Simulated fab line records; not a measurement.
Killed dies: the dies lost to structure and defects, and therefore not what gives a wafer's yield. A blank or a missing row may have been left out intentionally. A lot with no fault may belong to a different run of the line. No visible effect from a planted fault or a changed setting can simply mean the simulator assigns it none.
A single fault, viewed from 2 desks	flow gf180mcu	each desk has only its own numbers; what lay behind them comes last

## DESK OF THE TOOL OWNER: rtp anneal-02
The tool's own readings at GF_PSD_RTA_13 (time 20 s): means of the sampled wafers that have a number, for each lot that ran on this tool. If a lot's mean is further than 4 standard deviations from the usual mean, the lot is out of limits and carries the mark OUT (the distance appears in the brackets).
Columns: A = lamp power pct at GF_PSD_RTA_13, usual 34.4 %; B = run length s at GF_PSD_RTA_13, usual 48.58 s; C = wafer_temp_C_max at GF_PSD_RTA_13, usual 1028.6
lot	first seen here	A	B	C
L633	day 14 05:29	32.5	48.77	1028.6
L634	day 14 14:07	32.4	48.82	1028.7
L636	day 15 04:40	32.4	48.70	1029.1
L644	day 18 10:01	32.4	48.73	1029.6
L645	day 18 15:04	32.4	63.65 (+52) OUT	1028.8
L646	day 18 19:49	32.4	63.56 (+52) OUT	1028.0
L647	day 19 05:17	32.4	56.24 (+26) OUT	1029.3
L655	day 21 19:48	32.4	48.63	1028.3
L656	day 22 06:44	32.4	48.63	1028.8
This desk finds L645, L646, L647 out of limits, L645 being first, at day 18 15:04 (run length s at GF_PSD_RTA_13). In limits: L633, L634, L636, L644, L655, L656.

## METROLOGY DESK
What the gauges read, lot by lot, whatever tool the lot ran on: means of the sampled wafers that have a number. If a lot's mean is further than 4 standard deviations from the usual mean, the lot is out of limits and carries the mark OUT (the distance appears in the brackets).
Columns: A = HV_LDD_01_OVL at GF_HV_LDD_OVL_MEAS_20, usual 1.3 nm; B = NSD_RS at GF_PSD_RS_MEAS_14, usual 46.12 ohm/sq; C = PSD_RS at GF_PSD_RS_MEAS_15, usual 108.5 ohm/sq
lot	first seen here	A	B	C
L633	day 10 19:19	0.9	46.12	108.3
L634	day 11 01:16	2.2	46.16	108.9
L635	day 11 10:10	2.4	46.09	108.3
L636	day 11 15:04	0.7	46.14	108.5
L640	day 12 22:26	3.0	46.19	108.7
L644	day 14 11:01	0.9	46.25	108.7
L645	day 14 16:46	3.4	43.36 (-34) OUT	103.4 (-17) OUT
L646	day 14 20:01	1.8	43.36 (-34) OUT	103.5 (-17) OUT
L647	day 15 05:23	0.1	44.83 (-16) OUT	106.2 (-7.7) OUT
L651	day 16 11:43	1.3	46.12	108.7
L655	day 17 15:26	1.8	46.11	108.4
L656	day 18 02:16	0.5	46.22	108.7
This desk finds L645, L646, L647 out of limits, with the earliest case on L645 at day 18 15:09 (NSD_RS at GF_PSD_RS_MEAS_14). In limits: L633, L634, L635, L636, L640, L644, L651, L655, L656.

## TAKEN TOGETHER
The tool owner's desk had the chance to raise an alarm at day 18 15:04 on L645, L646, L647.
On L645, L646, L647, the metrology desk was in a position to raise an alarm at day 18 15:09.
Every lot named ran GF_PSD_RTA_13 on rtp anneal-02.

## WHAT THE SIMULATOR HAD PUT IN
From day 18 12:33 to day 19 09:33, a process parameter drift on rtp anneal-02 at GF_PSD_RTA_13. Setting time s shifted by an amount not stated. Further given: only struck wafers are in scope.
Lots struck among those shown: L645, L646, L647.
Delay (hours) between the fault's onset and each desk's first out-of-limits reading: 3 at the tool owner's desk, 3 at the metrology desk.
